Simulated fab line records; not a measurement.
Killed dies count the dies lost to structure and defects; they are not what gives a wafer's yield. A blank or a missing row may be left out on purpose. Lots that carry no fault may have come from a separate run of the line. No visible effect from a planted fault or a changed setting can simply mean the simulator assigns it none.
The tool behind it: which one? ; flow sfq_line ; 14 lots, 40 wafers sampled, at 4 steps of a route of 325

WHAT EACH GAUGE READ, for each wafer
SFQ_M7_OVL_MEAS_945.
lot;measured;on;M7_OVL (nm)
L173;day 69 22:59;overlay-01;5 2 1
L174;day 71 03:46;overlay-01;0 4 3
L175;day 74 08:22;overlay-01;4 2 0
L176;day 74 10:47;overlay-01;1 -3 4
L177;day 76 18:03;overlay-02;5 -5 -10
L178;day 77 01:16;overlay-02;-1 9 7
L180;day 77 08:35;overlay-02;-1 2 3
L181;day 77 09:47;overlay-01;15 13 8
L182;day 77 10:59;overlay-01;10 7 7
L185;day 78 00:11;overlay-01;7 10 9
L186;day 78 01:23;overlay-01;-1 2 -1
L187;day 78 03:47;overlay-01;-7 -10 -18
L190;day 78 18:11;overlay-01;7 12 2
L192;day 79 00:13;overlay-01;3

SFQ_M8_BOW_MEAS_951.
lot;measured;on;M8_BOW (um)
L173;day 76 06:00;film_metro-04;25 12 13
L174;day 76 21:35;film_metro-03;1 -2 -1
L175;day 77 09:23;film_metro-04;18 24 27
L176;day 77 11:54;film_metro-03;17 25 17
L177;day 77 18:48;film_metro-03;11 19 23
L178;day 77 20:01;film_metro-03;9 16 13
L180;day 78 03:11;film_metro-04;34 34 30
L181;day 78 05:10;film_metro-02;10 14 16
L182;day 78 06:47;film_metro-02;9 10 15
L185;day 78 13:59;film_metro-02;14 4 21
L186;day 78 16:26;film_metro-02;0 6 12
L187;day 78 20:01;film_metro-04;1 -4 -2
L190;day 80 11:37;film_metro-04;0 -1 10
L192;day 80 16:21;film_metro-03;19

WHAT TOOL EACH LOT RAN ON (gives the tool, then ch and the chambers of the sampled wafers, and finally the start)
lot;SFQ_TRILAYER_I6_VIA_STRIP_STRIP_173;SFQ_TRILAYER_I7_CMP_CMP_184
L173;rie_metal-02 ch 0,1, day 65 12:18;cmp-01 ch 0,2,3, day 70 00:44
L174;rie_metal-03 ch 0,1, day 67 08:42;cmp-02 ch 0,3, day 71 04:50
L175;rie_metal-03 ch 0,1, day 71 03:56;cmp-01 ch 1,2,3, day 74 16:14
L176;rie_metal-04 ch 0,1, day 71 05:08;cmp-01 ch 2,3, day 74 22:14
L177;rie_metal-04 ch 0,1, day 73 03:56;cmp-02 ch 0,1,2, day 77 00:52
L178;rie_metal-02 ch 0,1, day 73 13:32;cmp-02 ch 0,2,3, day 77 07:52
L180;rie_metal-02 ch 0,1, day 73 19:32;cmp-02 ch 0,1,3, day 77 13:22
L181;rie_metal-04 ch 1, day 73 20:44;cmp-01 ch 1,2, day 77 13:38
L182;rie_metal-02 ch 0,1, day 73 21:56;cmp-02 ch 0,3, day 77 15:52
L185;rie_metal-04 ch 0,1, day 74 11:08;cmp-01 ch 0,1,2, day 78 02:45
L186;rie_metal-03 ch 0,1, day 74 12:40;cmp-02 ch 0,3, day 78 03:38
L187;rie_metal-04 ch 0,1, day 74 13:32;cmp-01 ch 1,2,3, day 78 05:51
L190;rie_metal-02 ch 1, day 75 00:35;cmp-02 ch 0,2,3, day 79 06:17
L192;rie_metal-02 ch 1, day 75 06:08;cmp-01 ch 2, day 79 14:29
- SFQ_TRILAYER_I6_VIA_STRIP_STRIP_173: strips in O2.
- SFQ_TRILAYER_I7_CMP_CMP_184: polishes SiO2.

WHAT THE TOOLS THEMSELVES READ (means of the sampled wafers that have a number; where no wafer has one, the mark that the record gives instead)
SFQ_TRILAYER_I6_VIA_STRIP_STRIP_173.
lot;tool;chamber_pressure_mTorr (mTorr);drypump_motor_current_A (A);oes_product_au (a.u.)
L173;rie_metal-02;49.97;6.4;1.000
L174;rie_metal-03;50.02;5.9;1.001
L175;rie_metal-03;50.02;5.9;0.994
L176;rie_metal-04;50.00;5.1;1.019
L177;rie_metal-04;49.99;5.3;1.004
L178;rie_metal-02;50.00;6.4;1.003
L180;rie_metal-02;50.01;6.4;1.003
L181;rie_metal-04;50.00;4.8;1.001
L182;rie_metal-02;49.98;6.4;0.997
L185;rie_metal-04;49.99;5.3;1.011
L186;rie_metal-03;50.04;5.7;0.998
L187;rie_metal-04;50.00;5.4;1.015
L190;rie_metal-02;49.97;6.3;0.997
L192;rie_metal-02;49.96;6.3;1.000

SFQ_TRILAYER_I7_CMP_CMP_184.
lot;tool;edge_zone_pressure_frac;motor_current_A (A);time_to_endpoint_s (s)
L173;cmp-01;0.998;9.9;215
L174;cmp-02;1.010;10.7;204
L175;cmp-01;1.005;9.7;225
L176;cmp-01;1.003;10.5;231
L177;cmp-02;1.000;10.8;220
L178;cmp-02;1.002;10.9;217
L180;cmp-02;0.998;10.5;221
L181;cmp-01;0.997;9.7;222
L182;cmp-02;0.998;11.2;219
L185;cmp-01;1.001;10.1;189
L186;cmp-02;0.996;11.0;211
L187;cmp-01;0.997;9.9;188
L190;cmp-02;1.003;11.1;210
L192;cmp-01;1.001;11.0;218

THE ANSWER, worked out from the rows above alone
Rule: the usual values come from the lots themselves. Put in order of their means at a reading, lots are off if they are a third of the lots or fewer, leave a main group of 4 or more, and stand apart from it by a gap of 3 or more times the standard deviation of the main group's means; of several such gaps the widest counts. Not used: any main group whose means are identical at the precision the tables above print for the reading. Also off: a lot with no number at a reading for which 4 or more lots have one. Any other lot the step has rows for is counted as sound. The gauges are gone through in route order, then the tools' own readings, and for those a lot's mean is taken as printed above. The first step at which some lot is off is used, and at that step the reading that is off furthest; a lot without a number counts as furthest.
None of the lots is off at any reading shown; this tells nothing.

WHAT THE SIMULATOR HAD INSERTED
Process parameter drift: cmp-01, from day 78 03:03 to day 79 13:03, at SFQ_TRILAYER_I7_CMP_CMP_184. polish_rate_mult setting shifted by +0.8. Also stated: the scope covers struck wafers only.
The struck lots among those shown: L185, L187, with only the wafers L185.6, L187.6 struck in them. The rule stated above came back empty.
